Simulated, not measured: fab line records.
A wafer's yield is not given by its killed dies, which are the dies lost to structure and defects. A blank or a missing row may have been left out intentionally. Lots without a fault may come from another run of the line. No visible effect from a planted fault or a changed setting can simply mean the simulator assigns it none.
Which tool did it? + flow sfq line + Sampling: 14 lots, 42 wafers, 3 of 325 route steps

## WHAT THE GAUGES READ, wafer by wafer
The record lacks any reading of a measuring or inspecting step that a usual standard deviation could be used to judge.

## TOOL THAT RAN EACH LOT (tool first, then ch and the chambers of the sampled wafers, then the start)
| lot  | SFQ_TRILAYER_I0_CMP_CMP_028   | SFQ_TRILAYER_I0_METRO_MEASURE_029 | SFQ_TRILAYER_I0_VIA_ETCH_VIA_ETCH_034 |
|------|-------------------------------|-----------------------------------|---------------------------------------|
| L415 | cmp-01 ch 0,2,3, day 12 12:02 | film metro-02, day 12 14:40       | rie diel-02 ch 1,2,3, day 17 18:19    |
| L416 | cmp-02 ch 1,2,3, day 13 07:29 | film metro-03, day 13 10:37       | rie diel-03 ch 0,1,2, day 18 20:25    |
| L417 | cmp-01 ch 0,1,3, day 13 12:02 | film metro-04, day 13 14:40       | rie diel-03 ch 0,1,2, day 19 02:25    |
| L418 | cmp-02 ch 2,3, day 13 13:29   | film metro-02, day 13 17:01       | rie diel-02 ch 2,3, day 19 04:49      |
| L420 | cmp-01 ch 0,1, day 14 08:04   | film metro-02, day 14 11:11       | rie diel-01 ch 0,2,3, day 20 04:49    |
| L421 | cmp-02 ch 0,1, day 14 17:28   | film metro-04, day 14 20:35       | rie diel-01 ch 1,2, day 20 15:37      |
| L424 | cmp-01 ch 1,2,3, day 15 18:01 | film metro-03, day 15 20:38       | rie diel-02 ch 0,1,2, day 22 01:35    |
| L426 | cmp-01 ch 0,3, day 16 11:47   | film metro-02, day 16 15:07       | rie diel-01 ch 1,2, day 23 08:45      |
| L427 | cmp-01 ch 0,1,2, day 16 17:30 | film metro-02, day 16 19:07       | rie diel-02 ch 1,2, day 23 12:21      |
| L430 | cmp-02 ch 0,2, day 18 03:49   | film metro-04, day 18 06:38       | rie diel-02 ch 0,2,3, day 25 04:11    |
| L433 | cmp-02 ch 2,3, day 18 22:37   | film metro-03, day 19 02:08       | rie diel-03 ch 0,2,3, day 25 22:11    |
| L435 | cmp-02 ch 0,1, day 19 23:49   | film metro-03, day 20 03:08       | rie diel-03 ch 0,2, day 26 14:59      |
| L436 | cmp-01 ch 0,1, day 20 08:43   | film metro-02, day 20 11:32       | rie diel-03 ch 0,1, day 26 22:11      |
| L437 | cmp-01 ch 0,1,2, day 20 18:19 | film metro-02, day 20 20:56       | rie diel-03 ch 1,2,3, day 27 09:12    |
- SFQ_TRILAYER_I0_CMP_CMP_028: polishes SiO2.
- SFQ_TRILAYER_I0_METRO_MEASURE_029
- SFQ_TRILAYER_I0_VIA_ETCH_VIA_ETCH_034: etches SiO2 in CHF3, stops on Nb, target depth 260 nm.

## AS READ BY THE TOOLS THEMSELVES (means over the sampled wafers that have a number; for cases with no such wafer, the mark the record gives instead)
SFQ_TRILAYER_I0_CMP_CMP_028. Usual: motor current A 9.8 A, standard deviation 0.93; time to endpoint s 215 s, standard deviation 6.4.
| lot  | tool   | motor current A (A) | time to endpoint s (s) | flag |
|------|--------|---------------------|------------------------|------|
| L415 | cmp-01 | 9.4                 | 212                    |      |
| L416 | cmp-02 | 10.8                | 213                    |      |
| L417 | cmp-01 | 9.3                 | 211                    |      |
| L418 | cmp-02 | 10.8                | 218                    |      |
| L420 | cmp-01 | 9.1                 | 210                    |      |
| L421 | cmp-02 | 9.9                 | 217                    |      |
| L424 | cmp-01 | 9.0                 | 211                    |      |
| L426 | cmp-01 | 9.9                 | 238                    | OFF  |
| L427 | cmp-01 | 9.1                 | 238                    | OFF  |
| L430 | cmp-02 | 10.7                | 213                    |      |
| L433 | cmp-02 | 11.1                | 217                    |      |
| L435 | cmp-02 | 10.0                | 211                    |      |
| L436 | cmp-01 | 9.5                 | 222                    |      |
| L437 | cmp-01 | 9.3                 | 217                    |      |

SFQ_TRILAYER_I0_METRO_MEASURE_029. Usual: thk nm reads 200.0 nm (standard deviation 0.88).
| lot  | tool          | thk nm (nm) | flag |
|------|---------------|-------------|------|
| L415 | film metro-02 | 200.4       |      |
| L416 | film metro-03 | 200.8       |      |
| L417 | film metro-04 | 199.1       |      |
| L418 | film metro-02 | 199.6       |      |
| L420 | film metro-02 | 199.6       |      |
| L421 | film metro-04 | 200.4       |      |
| L424 | film metro-03 | 199.7       |      |
| L426 | film metro-02 | 167.5       | OFF  |
| L427 | film metro-02 | 183.9       | OFF  |
| L430 | film metro-04 | 199.2       |      |
| L433 | film metro-03 | 199.6       |      |
| L435 | film metro-03 | 200.3       |      |
| L436 | film metro-02 | 201.1       |      |
| L437 | film metro-02 | 200.9       |      |

SFQ_TRILAYER_I0_VIA_ETCH_VIA_ETCH_034. Usual: drypump motor current A 5.8 A, standard deviation 0.55; oes product au 0.854 a.u., standard deviation 0.0049.
| lot  | tool        | drypump motor current A (A) | oes product au (a.u.) | flag |
|------|-------------|-----------------------------|-----------------------|------|
| L415 | rie diel-02 | 5.6                         | 0.856                 |      |
| L416 | rie diel-03 | 6.5                         | 0.856                 |      |
| L417 | rie diel-03 | 6.4                         | 0.852                 |      |
| L418 | rie diel-02 | 6.1                         | 0.851                 |      |
| L420 | rie diel-01 | 5.7                         | 0.856                 |      |
| L421 | rie diel-01 | 5.6                         | 0.854                 |      |
| L424 | rie diel-02 | 5.7                         | 0.854                 |      |
| L426 | rie diel-01 | 5.6                         | 0.776                 | OFF  |
| L427 | rie diel-02 | 5.8                         | 0.815                 | OFF  |
| L430 | rie diel-02 | 6.0                         | 0.854                 |      |
| L433 | rie diel-03 | 6.1                         | 0.855                 |      |
| L435 | rie diel-03 | 6.2                         | 0.856                 |      |
| L436 | rie diel-03 | 6.3                         | 0.858                 |      |
| L437 | rie diel-03 | 6.3                         | 0.857                 |      |

## THE ANSWER, worked out from the rows above alone
Rule: take the mean of a lot's wafers that have a number; if it is more than 3 standard deviations from the usual mean, the lot is off. Also off: a lot with no number at a reading for which 4 or more lots have one. Where the step has rows for the other lots, those lots are counted as sound. The gauges are gone through in route order, then the tools' own readings, and for those a lot's mean is taken as printed above. The first step at which some lot is off is used, and at that step the reading that is off furthest; a lot without a number counts as furthest.
Off at SFQ_TRILAYER_I0_CMP_CMP_028 (time to endpoint s): L426, L427.
A tool fits if, at that step or a process step before it, it ran every lot that is off, and no sound lot after the first of them. Of those tried, none fits.

## WHAT WAS PUT IN BY THE SIMULATOR
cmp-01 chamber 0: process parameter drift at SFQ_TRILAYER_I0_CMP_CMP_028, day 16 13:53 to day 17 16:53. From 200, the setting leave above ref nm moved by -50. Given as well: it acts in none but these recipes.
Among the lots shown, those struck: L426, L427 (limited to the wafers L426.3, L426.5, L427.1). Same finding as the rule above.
